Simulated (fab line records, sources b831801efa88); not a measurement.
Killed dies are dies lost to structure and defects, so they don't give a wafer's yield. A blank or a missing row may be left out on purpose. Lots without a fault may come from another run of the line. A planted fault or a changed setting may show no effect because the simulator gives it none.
A struck lot beside a sound one | flow sky130 | 14 steps out of a route of 708
Sound: wafers L483.1, L483.2, L483.3. Struck: wafers L491.1, L491.3, L491.5. The cause comes at the end.
At each step with rows: each side's tool, then ch and its chambers, then its first start. Under that, the readings that differ: sound wafers | struck wafers | difference of the means | sigmas: that difference in standard deviations of wafers without a fault.
alike: readings whose means differ by less than 2 such deviations, and words and numbers that are the same on both sides. not compared: withheld readings, readings that some wafer has no value for, bounds like >300 that may hide the same value, and numbers for which the record gives no deviation and whose values overlap.
The two part at a step that has a row with sigmas, a row that says differs or no value, or rows on one side only. Numbers that don't overlap but have no deviation are shown without sigmas and don't part them. A reading that every wafer of one side lacks parts them only if that side has two wafers or more.

first, 3 steps without rows for these wafers: SKY_VT_ADJUST_HVTR_EXPOSE_04 (exposes mask HVTRM, target cd 380 nm); SKY_VT_ADJUST_HVTR_PEB_05; SKY_VT_ADJUST_HVTR_DEVELOP_06 (develop time 60 s).
SKY_VT_ADJUST_HVTR_CD_MEAS_07: target cd 380 nm.
  sound on cd_sem-02, day 10 22:14; struck on cd_sem-01, day 13 11:23
  alike: cd_nm
SKY_VT_ADJUST_HVTR_OVL_MEAS_08:
  sound on overlay-02, day 10 22:21; struck on overlay-02, day 13 11:30
  alike: VT_ADJUST_HVTR_OVL
then, 1 step without rows for these wafers: SKY_VT_ADJUST_HVTR_IMPLANT_09.
SKY_VT_ADJUST_HVTR_STRIP_10: strips in O2/N2.
  sound on plasma_asher-01 ch 0,1, day 10 22:32; struck on plasma_asher-04 ch 0,1, day 13 11:41
  alike: drypump_motor_current_A, oes_product_au, strip_time_to_endpoint_s
  not compared: rf_hours_counter_h
SKY_VT_ADJUST_HVTR_TW_MEAS_11:
  sound on film_metro-02, day 10 22:38; struck on film_metro-01, day 13 11:47
  alike: VT_ADJUST_HVTR_TW
then, 4 steps without rows for these wafers: SKY_VT_ADJUST_PCH_DEHYDRATE_00 (time 60 s); SKY_VT_ADJUST_PCH_HMDS_01 (prime time 60 s); SKY_VT_ADJUST_PCH_COAT_02 (resist thk 3000 nm); SKY_VT_ADJUST_PCH_SOFTBAKE_03.
SKY_VT_ADJUST_PCH_EXPOSE_04: exposes mask NWM, target cd 840 nm.
  sound on iline_stepper-01 ch 0, day 11 10:23; struck on iline_stepper-01, day 14 00:34
  no value came back on the struck wafers for exposure_dose_mJ_cm2, focus_offset_nm (nm); on the sound wafers exposure_dose_mJ_cm2 reads 254.92 255.63 254.96
  alike: mask
then, 1 step without rows for these wafers: SKY_VT_ADJUST_PCH_PEB_05.

WHERE THEY PART
Only at SKY_VT_ADJUST_PCH_EXPOSE_04, within this record.

WHY: what the simulator had put in
Skipped step whole: iline_stepper-01, from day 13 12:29 on, at SKY_VT_ADJUST_PCH_EXPOSE_04. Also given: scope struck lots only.
